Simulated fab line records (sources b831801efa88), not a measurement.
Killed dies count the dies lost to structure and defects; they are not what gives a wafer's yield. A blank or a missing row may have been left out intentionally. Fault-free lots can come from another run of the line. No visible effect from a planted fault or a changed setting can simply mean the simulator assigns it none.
fab line records	flow gf180mcu	part 1 of 2: steps 1 to 32 of 45
[record] lots = 5	wafers = 15	last_day = 34
route steps=602 shown HV_LDD@200 NSD@235
lots that met no fault: taken from a fault-free run of the same line
start_h: start of the lot's first displayed wafer, in hours after the record's first day	wait_h: time in hours since the lot's previous step	" as in the row above	L1.1+2: one row covering several wafers at once	- no value, or no start was given	* or withheld: withheld	< > ~ a bound
route shown NAME@n: NAME is a module with steps in the file, n the number in the route of the first one	usual: the fault-free wafers' mean and standard deviation	same: alike in all rows	chamber/n: place in a boat	sites: each site's reading	_std_site: the values' standard deviation	_edge_site: outer sites' mean less inner sites'	radius_mm: how far each site lies from the wafer's centre	mask NAME#n: copy n	behind: tool/chamber where the wafer was last shaped	hold: cause of the lot's hold/its duration in hours/its outcome	device: transistor that didn't switch, given as n, p or np	end of line: the tests these same wafers got at the end of their route	for a step that has no rows: nothing shown but its recipe	killed: at the first sort, the dies lost to defects and structure; wafer yield is something else	map: a wafer's dies, x killed, . not, _ none there
set.NAME: the setting the step ran with; set.NAME@STEP: the setting that earlier step ran with	model.NAME: the simulator's own value behind a step, which no gauge read
a table for each step, a row for each wafer; lots at some steps of the route
services: a tool's chamber out of use, with start hour (start_h, from the record's first day; less than 0 if before it), hours out, and reason
[[steps]]
[step GF_HV_LDD_DEHYDRATE_24]
[recipe] temp_c = 200	time_s = 60
[same] time_s = 60
lot.wafer	tool	chamber	start_h	wait_h
L075.4+5+6	litho_track-03	0	257.87	8.0
L081.3+4+5	litho_track-01	0	304.94	9.5
L089.2+4+5	litho_track-02	0	365.75	10.4
L092.1+2+4	litho_track-01	0	391.59	10.8
L095.1+2+3	litho_track-01	0	409.24	10.9
[step GF_HV_LDD_HMDS_25]
[recipe] prime_time_s = 60	prime_temp_c = 120
lot.wafer	tool	chamber	start_h	wait_h
L075.4+5+6	litho_track-03	0	258.02	0.1
L081.3+4+5	litho_track-01	0	305.09	0.1
L089.2+4+5	litho_track-02	0	365.90	0.1
L092.1+2+4	litho_track-01	0	391.74	0.1
L095.1+2+3	litho_track-01	0	409.39	0.1
[step GF_HV_LDD_COAT_26]
[recipe] resist = NOVOLAK	spin_rpm = 3000	resist_thk_nm = 1000
[usual] spin_speed_rpm = 3000.0/1.6
lot.wafer	tool	chamber	start_h	wait_h	spin_speed_rpm
L075.4	litho_track-03	0	258.17	0.1	3002.7
L075.5	"	0	"	"	3001.2
L075.6	"	0	"	"	3001.1
L081.3	litho_track-01	0	305.24	0.1	3000.3
L081.4	"	0	"	"	2999.8
L081.5	"	0	"	"	2998.3
L089.2	litho_track-02	0	366.05	0.1	3000.7
L089.4	"	0	"	"	3002.9
L089.5	"	0	"	"	3001.6
L092.1	litho_track-01	0	391.89	0.1	2997.9
L092.2	"	0	"	"	2998.9
L092.4	"	0	"	"	3002.0
L095.1	litho_track-01	0	409.54	0.1	3001.0
L095.2	"	0	"	"	2999.1
L095.3	"	0	"	"	2999.8
[step GF_HV_LDD_SOFTBAKE_27]
[recipe] temp_c = 90	time_s = 60	resist = NOVOLAK
[same] time_s = 60
lot.wafer	tool	chamber	start_h	wait_h
L075.4+5+6	litho_track-03	0	258.32	0.1
L081.3+4+5	litho_track-01	0	305.39	0.1
L089.2+4+5	litho_track-02	0	366.20	0.1
L092.1+2+4	litho_track-01	0	392.04	0.1
L095.1+2+3	litho_track-01	0	409.69	0.1
[step GF_HV_LDD_EXPOSE_28]
[recipe] mask_id = Nplus_HV_AREA	target_cd_nm = 400	na = 0.6	source_shape = conventional	sigma_outer = 0.6	dose_mj = 141.4
lot.wafer	tool	chamber	start_h	wait_h	mask
L075.4+5+6	iline_stepper-01	0	-	-	Nplus_HV_AREA#0
L081.3+4+5	iline_stepper-02	0	-	-	Nplus_HV_AREA#0
L089.2+4+5	iline_stepper-01	0	-	-	Nplus_HV_AREA#0
L092.1+2+4	iline_stepper-02	0	-	-	Nplus_HV_AREA#0
L095.1+2+3	iline_stepper-01	0	-	-	Nplus_HV_AREA#0
[step GF_HV_LDD_PEB_29]
[recipe] temp_c = withheld	time_s = *	resist = NOVOLAK
[same] time_s = *
lot.wafer	tool	chamber	start_h	wait_h
L075.4+5+6	litho_track-01	0	-	-
L081.3+4+5	litho_track-03	0	-	-
L089.2+4+5	litho_track-02	0	-	-
L092.1+2+4	litho_track-02	0	-	-
L095.1+2+3	litho_track-01	0	-	-
[step GF_HV_LDD_DEVELOP_30]
[recipe] develop_time_s = 60	dev_temp_c = 23
lot.wafer	tool	chamber	start_h	wait_h
L075.4+5+6	litho_track-01	0	267.47	0.1
L081.3+4+5	litho_track-03	0	315.29	0.1
L089.2+4+5	litho_track-02	0	377.20	0.1
L092.1+2+4	litho_track-02	0	404.12	0.1
L095.1+2+3	litho_track-01	0	421.39	0.1
[step GF_HV_LDD_CD_MEAS_31]
[recipe] target_cd_nm = 400
[usual] cd_nm = 403.3/2.7
lot.wafer	tool	chamber	start_h	wait_h	cd_nm
L075.4	cd_sem-01	-	267.60	0.1	400.7
L075.5	"	-	"	"	401.1
L075.6	"	-	"	"	401.5
L081.3	cd_sem-01	-	315.43	0.1	406.4
L081.4	"	-	"	"	406.0
L081.5	"	-	"	"	407.1
L089.2	cd_sem-02	-	377.34	0.1	404.0
L089.4	"	-	"	"	404.3
L089.5	"	-	"	"	406.4
L092.1	cd_sem-01	-	404.27	0.1	399.7
L092.2	"	-	"	"	400.3
L092.4	"	-	"	"	401.1
L095.1	cd_sem-01	-	421.54	0.1	403.7
L095.2	"	-	"	"	403.4
L095.3	"	-	"	"	405.5
[step GF_HV_LDD_OVL_MEAS_32]
[usual] HV_LDD_02_OVL = -1.1/1.2
lot.wafer	tool	chamber	start_h	wait_h	HV_LDD_02_OVL[nm]
L075.4	overlay-01	-	267.68	0.1	-1.0
L075.5	"	-	"	"	-2.1
L075.6	"	-	"	"	-1.0
L081.3	overlay-02	-	315.52	0.1	-0.2
L081.4	"	-	"	"	-1.3
L081.5	"	-	"	"	-1.5
L089.2	overlay-02	-	377.45	0.1	-2.0
L089.4	"	-	"	"	-2.4
L089.5	"	-	"	"	-2.6
L092.1	overlay-02	-	404.39	0.1	-2.2
L092.2	"	-	"	"	-1.3
L092.4	"	-	"	"	-0.5
L095.1	overlay-02	-	421.66	0.1	-1.3
L095.2	"	-	"	"	-0.3
L095.3	"	-	"	"	-1.8
[step GF_HV_LDD_IMPLANT_33]
[recipe] species = P	energy_kev = 60	dose_cm2 = 7.5e+12	tilt_deg = 30	rotation_deg = 0
lot.wafer	tool	chamber	start_h	wait_h
L075.4+5+6	implanter-04	0	267.77	0.1
L081.3+4+5	implanter-04	0	315.60	0.1
L089.2+4+5	implanter-03	0	377.50	0.0
L092.1+2+4	implanter-03	0	404.43	0.0
L095.1+2+3	implanter-02	0	421.70	0.0
[step GF_HV_LDD_IMPLANT_34]
[recipe] species = P	energy_kev = 60	dose_cm2 = 7.5e+12	tilt_deg = 30	rotation_deg = 90
lot.wafer	tool	chamber	start_h	wait_h
L075.4+5+6	implanter-04	0	267.92	0.1
L081.3+4+5	implanter-04	0	315.75	0.1
L089.2+4+5	implanter-03	0	377.65	0.1
L092.1+2+4	implanter-03	0	404.58	0.1
L095.1+2+3	implanter-02	0	421.85	0.1
[step GF_HV_LDD_IMPLANT_35]
[recipe] species = P	energy_kev = 60	dose_cm2 = 7.5e+12	tilt_deg = 30	rotation_deg = 180
lot.wafer	tool	chamber	start_h	wait_h
L075.4+5+6	implanter-04	0	268.07	0.1
L081.3+4+5	implanter-04	0	315.90	0.1
L089.2+4+5	implanter-03	0	377.80	0.1
L092.1+2+4	implanter-03	0	404.73	0.1
L095.1+2+3	implanter-02	0	422.00	0.1
[step GF_HV_LDD_IMPLANT_36]
[recipe] species = P	energy_kev = 60	dose_cm2 = 7.5e+12	tilt_deg = 30	rotation_deg = 270
lot.wafer	tool	chamber	start_h	wait_h
L075.4+5+6	implanter-04	0	268.22	0.1
L081.3+4+5	implanter-04	0	316.05	0.1
L089.2+4+5	implanter-03	0	377.95	0.1
L092.1+2+4	implanter-03	0	404.88	0.1
L095.1+2+3	implanter-02	0	422.15	0.1
[step GF_HV_LDD_STRIP_37]
[recipe] chemistry = O2/N2	power_w = 1400	pressure_mtorr = 1500	platen_temp_c = 250	o2_flow_sccm = 3000	n2_flow_sccm = 300	overash_fraction = 0.5
[usual] drypump_motor_current_A = 5.8/0.36	heater_power_w = 326/23	o2_flow_sccm = 3000/8.2	oes_product_au = 0.716/0.0046	strip_time_to_endpoint_s = 12.63/0.035
lot.wafer	tool	chamber	start_h	wait_h	drypump_motor_current_A	heater_power_w	o2_flow_sccm	oes_product_au	rf_hours_counter_h	strip_time_to_endpoint_s
L075.4	plasma_asher-04	1	268.33	0.1	5.9	329	3005	0.713	-	12.68
L075.5	"	1	"	"	5.9	340	2998	0.716	-	12.65
L075.6	"	0	"	"	5.8	328	3009	0.718	-	12.63
L081.3	plasma_asher-03	0	316.18	0.1	6.2	349	2997	0.719	-	12.61
L081.4	"	1	"	"	5.2	331	2987	0.714	-	12.66
L081.5	"	1	"	"	5.2	336	2995	0.712	-	12.68
L089.2	plasma_asher-01	1	378.08	0.1	5.4	309	2992	0.711	59	12.64
L089.4	"	1	"	"	5.4	298	2998	0.716	-	12.61
L089.5	"	1	"	"	5.4	314	2999	0.718	-	12.63
L092.1	plasma_asher-04	0	405.03	0.1	5.8	321	3000	0.715	75	12.60
L092.2	"	1	"	"	5.9	336	3003	0.722	75	12.64
L092.4	"	0	"	"	5.8	322	3002	0.719	-	12.65
L095.1	plasma_asher-03	0	422.30	0.1	6.2	353	3003	0.716	31	12.65
L095.2	"	1	"	"	5.2	322	2990	0.719	31	12.69
L095.3	"	1	"	"	5.2	330	2985	0.714	-	12.66
[step GF_HV_LDD_TW_MEAS_38]
[usual] HV_LDD_3_TW = 1431/17
lot.wafer	tool	chamber	start_h	wait_h	HV_LDD_3_TW
L075.4	film_metro-02	-	268.43	0.1	1444
L075.5	"	-	"	"	1438
L075.6	"	-	"	"	1438
L081.3	film_metro-01	-	316.27	0.1	1431
L081.4	"	-	"	"	1421
L081.5	"	-	"	"	1419
L089.2	film_metro-04	-	378.19	0.1	1403
L089.4	"	-	"	"	1401
L089.5	"	-	"	"	1399
L092.1	film_metro-02	-	405.13	0.1	1442
L092.2	"	-	"	"	1451
L092.4	"	-	"	"	1442
L095.1	film_metro-02	-	422.40	0.1	1446
L095.2	"	-	"	"	1455
L095.3	"	-	"	"	1443
[step GF_HV_LDD_DEHYDRATE_39]
[recipe] temp_c = 200	time_s = 60
[same] time_s = 60
lot.wafer	tool	chamber	start_h	wait_h
L075.4+5+6	litho_track-01	0	277.57	9.1
L081.3+4+5	litho_track-01	0	325.84	9.6
L089.2+4+5	litho_track-02	0	388.90	10.7
L092.1+2+4	litho_track-03	0	416.09	11.0
L095.1+2+3	litho_track-03	0	434.09	11.7
[step GF_HV_LDD_HMDS_40]
[recipe] prime_time_s = 60	prime_temp_c = 120
lot.wafer	tool	chamber	start_h	wait_h
L075.4+5+6	litho_track-01	0	277.72	0.1
L081.3+4+5	litho_track-01	0	325.99	0.1
L089.2+4+5	litho_track-02	0	389.05	0.1
L092.1+2+4	litho_track-03	0	416.24	0.1
L095.1+2+3	litho_track-03	0	434.24	0.1
[step GF_HV_LDD_COAT_41]
[recipe] resist = NOVOLAK	spin_rpm = 3000	resist_thk_nm = 1000
[usual] spin_speed_rpm = 3000.0/1.9
lot.wafer	tool	chamber	start_h	wait_h	spin_speed_rpm
L075.4	litho_track-01	0	277.87	0.1	2999.1
L075.5	"	0	"	"	3000.1
L075.6	"	0	"	"	3000.3
L081.3	litho_track-01	0	326.14	0.1	2998.9
L081.4	"	0	"	"	3000.7
L081.5	"	0	"	"	3002.4
L089.2	litho_track-02	0	389.20	0.1	3000.1
L089.4	"	0	"	"	3000.7
L089.5	"	0	"	"	2997.0
L092.1	litho_track-03	0	416.39	0.1	3001.1
L092.2	"	0	"	"	3003.3
L092.4	"	0	"	"	3000.3
L095.1	litho_track-03	0	434.39	0.1	2997.9
L095.2	"	0	"	"	3001.1
L095.3	"	0	"	"	3002.0
[step GF_HV_LDD_SOFTBAKE_42]
[recipe] temp_c = 90	time_s = 60	resist = NOVOLAK
[same] time_s = 60
lot.wafer	tool	chamber	start_h	wait_h
L075.4+5+6	litho_track-01	0	278.02	0.1
L081.3+4+5	litho_track-01	0	326.29	0.1
L089.2+4+5	litho_track-02	0	389.35	0.1
L092.1+2+4	litho_track-03	0	416.54	0.1
L095.1+2+3	litho_track-03	0	434.54	0.1
[step GF_HV_LDD_EXPOSE_43]
[recipe] mask_id = Pplus_HV_AREA	target_cd_nm = 400	na = 0.6	source_shape = conventional	sigma_outer = 0.6	dose_mj = 140
lot.wafer	tool	chamber	start_h	wait_h	mask
L075.4+5+6	iline_stepper-02	0	-	-	Pplus_HV_AREA#0
L081.3+4+5	iline_stepper-02	0	-	-	Pplus_HV_AREA#0
L089.2+4+5	iline_stepper-01	0	-	-	Pplus_HV_AREA#0
L092.1+2+4	iline_stepper-02	0	-	-	Pplus_HV_AREA#0
L095.1+2+3	iline_stepper-02	0	-	-	Pplus_HV_AREA#0
[step GF_HV_LDD_PEB_44]
[recipe] temp_c = withheld	time_s = *	resist = NOVOLAK
[same] time_s = *
lot.wafer	tool	chamber	start_h	wait_h
L075.4+5+6	litho_track-01	0	-	-
L081.3+4+5	litho_track-01	0	-	-
L089.2+4+5	litho_track-01	0	-	-
L092.1+2+4	litho_track-01	0	-	-
L095.1+2+3	litho_track-03	0	-	-
[step GF_HV_LDD_DEVELOP_45]
[recipe] develop_time_s = 60	dev_temp_c = 23
lot.wafer	tool	chamber	start_h	wait_h
L075.4+5+6	litho_track-01	0	288.12	0.1
L081.3+4+5	litho_track-01	0	337.59	0.1
L089.2+4+5	litho_track-01	0	400.71	0.1
L092.1+2+4	litho_track-01	0	428.94	0.1
L095.1+2+3	litho_track-03	0	446.54	0.1
[step GF_HV_LDD_CD_MEAS_46]
[recipe] target_cd_nm = 400
[usual] cd_nm = 399.3/2.6
lot.wafer	tool	chamber	start_h	wait_h	cd_nm
L075.4	cd_sem-02	-	288.25	0.1	401.7
L075.5	"	-	"	"	401.9
L075.6	"	-	"	"	402.8
L081.3	cd_sem-02	-	337.73	0.1	400.3
L081.4	"	-	"	"	401.7
L081.5	"	-	"	"	401.9
L089.2	cd_sem-02	-	400.86	0.1	400.3
L089.4	"	-	"	"	402.2
L089.5	"	-	"	"	403.1
L092.1	cd_sem-02	-	429.09	0.1	393.4
L092.2	"	-	"	"	395.6
L092.4	"	-	"	"	396.5
L095.1	cd_sem-01	-	446.69	0.1	398.1
L095.2	"	-	"	"	397.8
L095.3	"	-	"	"	398.8
[step GF_HV_LDD_OVL_MEAS_47]
[usual] HV_LDD_03_OVL = -0.6/1.3
lot.wafer	tool	chamber	start_h	wait_h	HV_LDD_03_OVL[nm]
L075.4	overlay-02	-	288.33	0.1	-2.3
L075.5	"	-	"	"	-0.2
L075.6	"	-	"	"	-3.1
L081.3	overlay-01	-	337.82	0.1	0.4
L081.4	"	-	"	"	0.0
L081.5	"	-	"	"	0.7
L089.2	overlay-01	-	400.97	0.1	-2.3
L089.4	"	-	"	"	-1.8
L089.5	"	-	"	"	-2.2
L092.1	overlay-01	-	429.21	0.1	-0.7
L092.2	"	-	"	"	-0.3
L092.4	"	-	"	"	-1.5
L095.1	overlay-02	-	446.81	0.1	1.8
L095.2	"	-	"	"	-0.8
L095.3	"	-	"	"	0.3
[step GF_HV_LDD_IMPLANT_48]
[recipe] species = B	energy_kev = 25	dose_cm2 = 3e+13	tilt_deg = 7
lot.wafer	tool	chamber	start_h	wait_h
L075.4+5+6	implanter-03	0	288.42	0.1
L081.3+4+5	implanter-03	0	337.90	0.1
L089.2+4+5	implanter-03	0	401.02	0.0
L092.1+2+4	implanter-04	0	429.25	0.0
L095.1+2+3	implanter-02	0	446.84	0.0
[step GF_HV_LDD_STRIP_49]
[recipe] chemistry = O2/N2	power_w = 1400	pressure_mtorr = 1500	platen_temp_c = 250	o2_flow_sccm = 3000	n2_flow_sccm = 300	overash_fraction = 0.5
[usual] drypump_motor_current_A = 5.8/0.31	heater_power_w = 319/25	o2_flow_sccm = 3000/9.7	oes_product_au = 0.716/0.0047	strip_time_to_endpoint_s = 12.63/0.033
lot.wafer	tool	chamber	start_h	wait_h	drypump_motor_current_A	heater_power_w	o2_flow_sccm	oes_product_au	rf_hours_counter_h	strip_time_to_endpoint_s
L075.4	plasma_asher-01	0	288.53	0.1	5.8	265	2988	0.714	-	12.65
L075.5	"	1	"	"	5.4	303	3004	0.713	-	12.67
L075.6	"	0	"	"	5.8	265	2986	0.722	-	12.65
L081.3	plasma_asher-04	1	338.03	0.1	5.9	335	3014	0.716	-	12.62
L081.4	"	0	"	"	5.8	328	2992	0.708	-	12.59
L081.5	"	0	"	"	5.8	334	2991	0.721	-	12.57
L089.2	plasma_asher-04	0	401.15	0.1	5.8	336	2992	0.718	75	12.62
L089.4	"	1	"	"	5.9	334	2999	0.718	-	12.65
L089.5	"	1	"	"	5.9	335	3005	0.719	-	12.62
L092.1	plasma_asher-03	0	429.40	0.1	6.2	349	2995	0.722	31	12.61
L092.2	"	1	"	"	5.2	330	2993	0.717	31	12.65
L092.4	"	0	"	"	6.3	353	2998	0.720	-	12.61
L095.1	plasma_asher-04	1	446.99	0.1	5.9	334	2985	0.710	80	12.63
L095.2	"	0	"	"	5.8	331	2997	0.708	80	12.64
L095.3	"	0	"	"	5.8	331	2997	0.712	-	12.63
[step GF_HV_LDD_TW_MEAS_50]
[usual] HV_LDD_4_TW = 566/7.2
lot.wafer	tool	chamber	start_h	wait_h	HV_LDD_4_TW
L075.4	film_metro-01	-	288.63	0.1	562
L075.5	"	-	"	"	560
L075.6	"	-	"	"	566
L081.3	film_metro-01	-	338.12	0.1	564
L081.4	"	-	"	"	566
L081.5	"	-	"	"	562
L089.2	film_metro-02	-	401.26	0.1	574
L089.4	"	-	"	"	570
L089.5	"	-	"	"	571
L092.1	film_metro-02	-	429.50	0.1	578
L092.2	"	-	"	"	575
L092.4	"	-	"	"	574
L095.1	film_metro-02	-	447.09	0.1	578
L095.2	"	-	"	"	574
L095.3	"	-	"	"	572
[step GF_HV_LDD_CLEAN_51]
[recipe] chemistry = SC1/SC2	mix = 1:4:20	temp_c = 70	time_s = 153.7	dry = n2_spin
[usual] bath_heat_duty_pct = 13.6/0.95
[same] time_s = 153.7
lot.wafer	tool	chamber	start_h	wait_h	bath_heat_duty_pct
L075.4	wet_bench-01	3	288.66	0.0	14.6
L075.5	"	3	"	"	13.4
L075.6	"	3	"	"	14.7
L081.3	wet_bench-01	3	338.16	0.0	14.7
L081.4	"	3	"	"	14.3
L081.5	"	3	"	"	15.5
L089.2	wet_bench-02	3	401.31	0.0	13.1
L089.4	"	3	"	"	14.2
L089.5	"	3	"	"	13.0
L092.1	wet_bench-02	3	429.56	0.1	13.0
L092.2	"	3	"	"	13.1
L092.4	"	3	"	"	13.4
L095.1	wet_bench-02	2	447.15	0.1	13.5
L095.2	"	2	"	"	14.2
L095.3	"	2	"	"	13.5
[step GF_HV_LDD_RTA_52]
[recipe] temp_c = 1000	time_s = 10	ambient = N2
[usual] lamp_power_pct = 32.6/1.7	wafer_temp_C_max = 1003.1/0.74
[same] time_s = 10
lot.wafer	tool	chamber	start_h	wait_h	lamp_power_pct	wafer_temp_C_max
L075.4	rtp_anneal-02	0	288.75	0.0	34.0	1003.0
L075.5	"	0	"	"	34.0	1003.2
L075.6	"	0	"	"	34.0	1003.0
L081.3	rtp_anneal-01	0	338.25	0.0	30.6	1003.3
L081.4	"	0	"	"	30.6	1003.7
L081.5	"	0	"	"	30.6	1003.2
L089.2	rtp_anneal-01	0	401.37	0.0	30.6	1002.1
L089.4	"	0	"	"	30.6	1001.9
L089.5	"	0	"	"	30.6	1004.0
L092.1	rtp_anneal-01	0	429.61	0.0	30.6	1003.0
L092.2	"	0	"	"	30.6	1003.3
L092.4	"	0	"	"	30.6	1005.2
L095.1	rtp_anneal-02	0	447.20	0.0	34.0	1004.3
L095.2	"	0	"	"	34.0	1003.0
L095.3	"	0	"	"	34.0	1002.8
[step GF_HV_LDD_RS_MEAS_53]
[recipe] thk_meas_gauge = four-point-probe
[usual] HV_LDD_RS = 418.9/0.81
lot.wafer	tool	chamber	start_h	wait_h	HV_LDD_RS[ohm/sq]
L075.4	film_metro-04	-	288.84	0.1	418.3
L075.5	"	-	"	"	418.5
L075.6	"	-	"	"	418.2
L081.3	film_metro-01	-	338.38	0.1	419.5
L081.4	"	-	"	"	418.9
L081.5	"	-	"	"	420.2
L089.2	film_metro-01	-	401.44	0.1	418.8
L089.4	"	-	"	"	418.2
L089.5	"	-	"	"	417.8
L092.1	film_metro-02	-	429.67	0.1	417.5
L092.2	"	-	"	"	417.2
L092.4	"	-	"	"	417.9
L095.1	film_metro-04	-	447.27	0.1	420.5
L095.2	"	-	"	"	420.0
L095.3	"	-	"	"	419.0
[step GF_HV_LDD_CVD_54]
[recipe] material = SiO2	target_thk_nm = 10	precursor = TEOS	temp_c = 680	time_s = 75	pressure_mtorr = 400
[usual] spike_tc_bottom_C = 701/3.5	susceptor_temp_C = 680.1/0.3
[same] time_s = 75
lot.wafer	tool	chamber	start_h	wait_h	spike_tc_bottom_C	susceptor_temp_C
L075.4	lpcvd-01	0	288.90	0.0	703	680.2
L075.5	"	0	"	"	704	680.4
L075.6	"	0	"	"	707	680.1
L081.3	lpcvd-01	0	339.04	0.6	705	680.4
L081.4	"	0	"	"	706	680.5
L081.5	"	0	"	"	706	680.2
L089.2	lpcvd-01	0	401.54	0.1	707	679.8
L089.4	"	0	"	"	705	679.5
L089.5	"	0	"	"	706	680.1
L092.1	lpcvd-01	1	429.79	0.1	697	680.1
L092.2	"	1	"	"	698	680.0
L092.4	"	1	"	"	698	680.8
L095.1	lpcvd-02	0	447.39	0.1	701	680.0
L095.2	"	0	"	"	700	680.1
L095.3	"	0	"	"	702	680.1
[step GF_HV_LDD_THK_MEAS_55]
[recipe] reads = SiO2_of_HV_LDD_CVD_54
[usual] HV_LDD_CVD_54_THK = 10.04/0.13
lot.wafer	tool	chamber	start_h	wait_h	HV_LDD_CVD_54_THK[nm]
L075.4	film_metro-04	-	290.46	0.0	10.21
L075.5	"	-	"	"	10.12
L075.6	"	-	"	"	10.19
L081.3	film_metro-04	-	340.08	0.0	10.20
L081.4	"	-	"	"	10.26
L081.5	"	-	"	"	10.29
L089.2	film_metro-02	-	402.57	0.0	9.83
L089.4	"	-	"	"	9.91
L089.5	"	-	"	"	9.98
L092.1	film_metro-04	-	430.81	0.0	9.96
L092.2	"	-	"	"	9.89
L092.4	"	-	"	"	9.82
L095.1	film_metro-01	-	448.41	0.0	9.73
L095.2	"	-	"	"	9.79
L095.3	"	-	"	"	9.88
